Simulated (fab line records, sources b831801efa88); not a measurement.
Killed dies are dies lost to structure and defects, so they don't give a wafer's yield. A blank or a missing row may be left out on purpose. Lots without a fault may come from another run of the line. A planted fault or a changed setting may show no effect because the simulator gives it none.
Problem report in the 8D (eight disciplines) form, filled by code | flow sky130 | the parts of the form that need people (team, actions taken, sign-off) are left out

1. THE PROBLEM
developer_temp_C at SKY_METAL4_DEVELOP_12 reads a mean of 20.17 C on 9 wafers of 3 lots; wafers without a fault read 21.00 C with a standard deviation of 0.13. That is -6.4 standard deviations from the usual mean.
The step: develop time 60 s.
First seen on wafer L693.1, day 44 18:00, on litho_track-02. The record holds 36 wafers of 12 lots with a number at this step. Rule for "out", or "out of limits": more than 4 standard deviations from the usual mean. The other wafers with a number count as sound.

2. WHAT IT IS AND WHAT IT IS NOT
question                    | is                     | is not
which readings at this step | developer_temp_C       | -
which lots                  | L693, L694, L695       | L686, L687, L698, L700, L701, L702, L704, L705, L706
which wafers of those lots  | all that have a number | -
read on which tools         | litho_track-02         | litho_track-01, litho_track-04
when                        | from day 44 18:00      | up to then (6 sound wafers); but 21 sound wafers of L698, L700, L701, L702, L704, L705, L706 came after

3. SUSPECTS, AND WHAT RULES EACH OUT
Counting: a tool at a process step up to the reading stays a suspect if it ran every lot that is out and no sound lot after the first of them.
- litho_track-02 at SKY_METAL4_DEVELOP_12 (develop time 60 s): ruled out as a lasting fault. Sound lots L704, L705 ran on it after its first lot that is out, L693 (day 44 18:00).
Left after counting: nothing in the record.

4. THE CAUSE (what the simulator had put in)
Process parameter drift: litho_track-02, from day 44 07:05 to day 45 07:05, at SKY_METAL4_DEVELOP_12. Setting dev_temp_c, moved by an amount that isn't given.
Counting ruled it out, wrongly.

5. THE CHAIN OF EFFECTS, in route order
Each row: a reading whose mean over the struck wafers that have a number lies more than 3 standard deviations from the usual. Only readings for which the record gives a usual standard deviation are gone through. hours: the time from each lot's start at the first step in this table that gives one to its start at this step, as a median over the lots. sigmas: the change in usual standard deviations.
hours | step                  | reading          | usual   | on struck wafers | change | sigmas
0     | SKY_METAL4_DEVELOP_12 | developer_temp_C | 21.00 C | 20.17            | -0.83  | -6.4
The process steps in it:
- SKY_METAL4_DEVELOP_12: develop time 60 s.

6. WHAT WOULD HAVE CAUGHT IT SOONER
In this record the first reading out of limits was taken at day 44 18:00, 11 hours after the fault began at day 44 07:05.
